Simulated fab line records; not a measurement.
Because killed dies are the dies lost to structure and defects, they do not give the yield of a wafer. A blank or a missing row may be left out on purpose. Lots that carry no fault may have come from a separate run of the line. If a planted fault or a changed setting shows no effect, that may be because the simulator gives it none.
A lot that was struck, set against a sound lot -- flow sky130 -- 44 steps out of a route of 708
Sound: these wafers, L369.3, L369.4, L369.5. Wafers struck: L376.2, L376.3. Last of all comes the cause.
Each step with rows lists, per side, the tool, then ch with its chambers, then its first start. Under that, the readings that differ: sound wafers -- struck wafers -- difference of the means -- sigmas: that difference in standard deviations of wafers without a fault.
alike: readings with means less than 2 such deviations apart, plus words and numbers identical on both sides. not compared: withheld readings, readings lacking a value on some wafer, bounds such as >300 that could conceal the same value, and numbers that have no deviation in the record and whose values overlap.
The two part at a step that has a row with sigmas, a row that says differs or no value, or rows on one side only. Non-overlapping numbers with no deviation appear without sigmas and do not part them. A reading that every wafer of one side lacks parts them only if that side has two wafers or more.

SKY_VIA2_SPUTTER_20: material TiN, target thk 20 nm, time 80 s.
  struck on pvd sputter-03, day 39 17:32; sound on pvd sputter-04, day 37 19:36
  alike: throttle valve pct
then, 1 step without rows for these wafers: SKY_VIA2_CVD_21 (deposits W, target thk 420 nm, time 126.4 s).
SKY_VIA2_RS_MEAS_22: measures by four-point-probe.
  struck on film metro-04, day 39 17:45; sound on film metro-01, day 37 19:50
  alike: VIA2_W_RS
SKY_VIA2_THK_MEAS_23: measures by xrf.
  struck on film metro-04, day 39 17:52; sound on film metro-01, day 37 19:56
  alike: VIA2_W_THK
then, 1 step without rows for these wafers: SKY_VIA2_CMP_24 (polishes, stops on SiO2, t overpolish 20 s, target thk 0 nm).
SKY_METAL3_SPUTTER_00: material Ti, target thk 15 nm, time 10 s.
  struck on pvd sputter-02, day 39 18:13; sound on pvd sputter-02, day 37 20:20
  alike: throttle valve pct
SKY_METAL3_SPUTTER_01: material TiN, target thk 20 nm, time 16.7 s.
  struck on pvd sputter-02, day 39 18:14; sound on pvd sputter-02, day 37 20:22
  alike: throttle valve pct
then, 4 steps without rows for these wafers: SKY_METAL3_SPUTTER_02 (material AlCu, target thk 735 nm, time 39.1 s); SKY_METAL3_SPUTTER_03 (material Ti, target thk 5 nm, time 3.3 s); SKY_METAL3_SPUTTER_04 (material TiN, target thk 70 nm, time 58.3 s); SKY_CAPM_CVD_00 (deposits SiO2, target thk 15.5 nm).
SKY_CAPM_THK_MEAS_01:
  struck on film metro-04, day 39 18:24; sound on film metro-03, day 37 20:32
  alike: CAPM_CVD_00_THK
SKY_CAPM_SPUTTER_02: material TiN, target thk 200 nm, time 166.7 s.
  struck on pvd sputter-03, day 39 18:27; sound on pvd sputter-04, day 37 20:34
reading,sound,struck,difference,sigmas
model.TiN_of_CAPM_SPUTTER_02.thk nm (nm),204.8 199.1 201.6,383.6 386.1,+183.0,
  alike: throttle valve pct
SKY_CAPM_RS_MEAS_03: measures by four-point-probe.
  struck on film metro-03, day 39 18:34; sound on film metro-03, day 37 20:43
reading,sound,struck,difference,sigmas
CAPM_TIN_RS (ohm/sq),6.75 6.95 6.86,3.55 3.54,-3.31,-42
SKY_CAPM_THK_MEAS_04: measures by xrf.
  struck on film metro-03, day 39 18:41; sound on film metro-03, day 37 20:49
reading,sound,struck,difference,sigmas
CAPM_TIN_THK (nm),206.0 201.3 203.9,389.8 391.3,+186.8,+81
then, 7 steps without rows for these wafers: SKY_CAPM_DEHYDRATE_05 (time 60 s); SKY_CAPM_HMDS_06 (prime time 60 s); SKY_CAPM_COAT_07 (resist thk 1140 nm); SKY_CAPM_SOFTBAKE_08 (time 60 s); SKY_CAPM_EXPOSE_09 (exposes mask CAPM, target cd 1000 nm); SKY_CAPM_PEB_10; SKY_CAPM_DEVELOP_11 (develop time 60 s).
SKY_CAPM_OVL_MEAS_12:
  struck on overlay-01, day 40 18:43; sound on overlay-02, day 38 21:59
  alike: CAPM_OVL
SKY_CAPM_METAL_ETCH_13: etches TiN in Cl2/BCl3, stops on SiO2, target depth 220 nm, time 62.9 s.
  sound on rie metal-01 ch 0, day 38 22:04; struck on rie metal-01 ch 0, day 40 18:45
reading,sound,struck,difference,sigmas
oes product au (a.u.),0.948 0.939 0.935,1.004 1.002,+0.062,+8
throttle valve pct (%),21.895 21.904 21.893,21.861 21.868,-0.033,-3
  alike: drypump motor current A
  not compared: rf hours counter h
then, 12 steps without rows for these wafers: SKY_CAPM_STRIP_14 (strips in O2/N2); SKY_CAPM_STRIP_15 (strips in post etch residue remover, time 1200 s); SKY_CAPM_CLEAN_16 (cleans in IPA, time 180 s); SKY_CAPM_CLEAN_17 (cleans in O3/DIW); SKY_METAL3_DEHYDRATE_05 (time 60 s); SKY_METAL3_HMDS_06 (prime time 60 s); SKY_METAL3_COAT_07 (resist thk 60 nm); SKY_METAL3_COAT_08 (resist thk 1140 nm); SKY_METAL3_SOFTBAKE_09 (time 90 s); SKY_METAL3_EXPOSE_10 (exposes mask MM3, target cd 300 nm); SKY_METAL3_PEB_11; SKY_METAL3_DEVELOP_12 (develop time 60 s).
SKY_METAL3_CD_MEAS_13: the cd target is 300 nm.
  struck on cd sem-02, day 41 19:02; sound on cd sem-02, day 39 23:40
  alike: cd nm
SKY_METAL3_OVL_MEAS_14:
  struck on overlay-01, day 41 19:09; sound on overlay-01, day 39 23:45
  alike: METAL3_OVL
then, 1 step without rows for these wafers: SKY_METAL3_DESCUM_15 (chemistry O2, time 8 s).
SKY_METAL3_ETCH_16: etches BARC in N2/H2, stops on SiO2, time 88.2 s, target depth 60 nm.
  sound on rie metal-04 ch 0,1, day 39 23:50; struck on rie metal-04 ch 0, day 41 19:13
  alike: drypump motor current A, h2 flow sccm, oes product au, throttle valve pct
  not compared: rf hours counter h
SKY_METAL3_ETCH_17: etches SiO2 in C4F8/O2/Ar, stops on TiN, time 3.9 s, target depth 15 nm.
  sound on rie diel-02 ch 0,1,2, day 39 23:55; struck on rie diel-02 ch 0,3, day 41 19:19
  alike: oes product au
  not compared: rf hours counter h
then, 1 step without rows for these wafers: SKY_METAL3_METAL_ETCH_18 (etches the open film in Cl2/BCl3, stops on SiO2, target depth 845 nm, time 183.1 s).
SKY_METAL3_STRIP_20: strips in post etch residue remover, time 1200 s.
  sound on wet bench-03 ch 0, day 40 00:12; struck on wet bench-02 ch 0, day 41 19:37
reading,sound,struck,difference,sigmas
model.TiN_of_CAPM_SPUTTER_02.thk nm (nm),204 198.2 200.7,382.8 385.3,+183.1,
-- the record jumps here: 7 days lie between the struck wafers' starts before and after (it left off in module METAL3 and takes up again in module PAD_OPEN, whose first step shown is number 708 of the route) --
SKY_PAD_OPEN_PROBE_99:
  struck on prober-01, day 48 09:22; sound on prober-02, day 47 01:23
reading,sound,struck,difference,sigmas
model.etest.met3.line ohm um,0.144 0.1407 0.1446,24.62 24.3,+24.32,
model.etest.via3 chain.rc ohm,8.872 9.17 9.393,26.62 26.76,+17.55,
model.etest.met3.rs ohm sq,0.04271 0.04218 0.04274,7.374 7.178,+7.233,
model.etest.cap mim.plate ohm sq,5.876 6.031 5.897,3.126 3.093,-2.825,
model.etest.res pwell under gate.open,0 0 0,1 1,+1,
model.etest.cap ono.under floor,0 0 0,1 1,+1,
model.etest.field p.open,0 0 0,1 1,+1,
model.etest.field n.open,0 0 0,1 1,+1,

## WHERE THEY PART
Last at SKY_CAPM_METAL_ETCH_13 as far as this record goes, first at SKY_CAPM_RS_MEAS_03. Later steps at which nothing parts them and some readings are alike: SKY_METAL3_CD_MEAS_13, SKY_METAL3_OVL_MEAS_14, SKY_METAL3_ETCH_16, SKY_METAL3_ETCH_17.

WHY: what the simulator had put in
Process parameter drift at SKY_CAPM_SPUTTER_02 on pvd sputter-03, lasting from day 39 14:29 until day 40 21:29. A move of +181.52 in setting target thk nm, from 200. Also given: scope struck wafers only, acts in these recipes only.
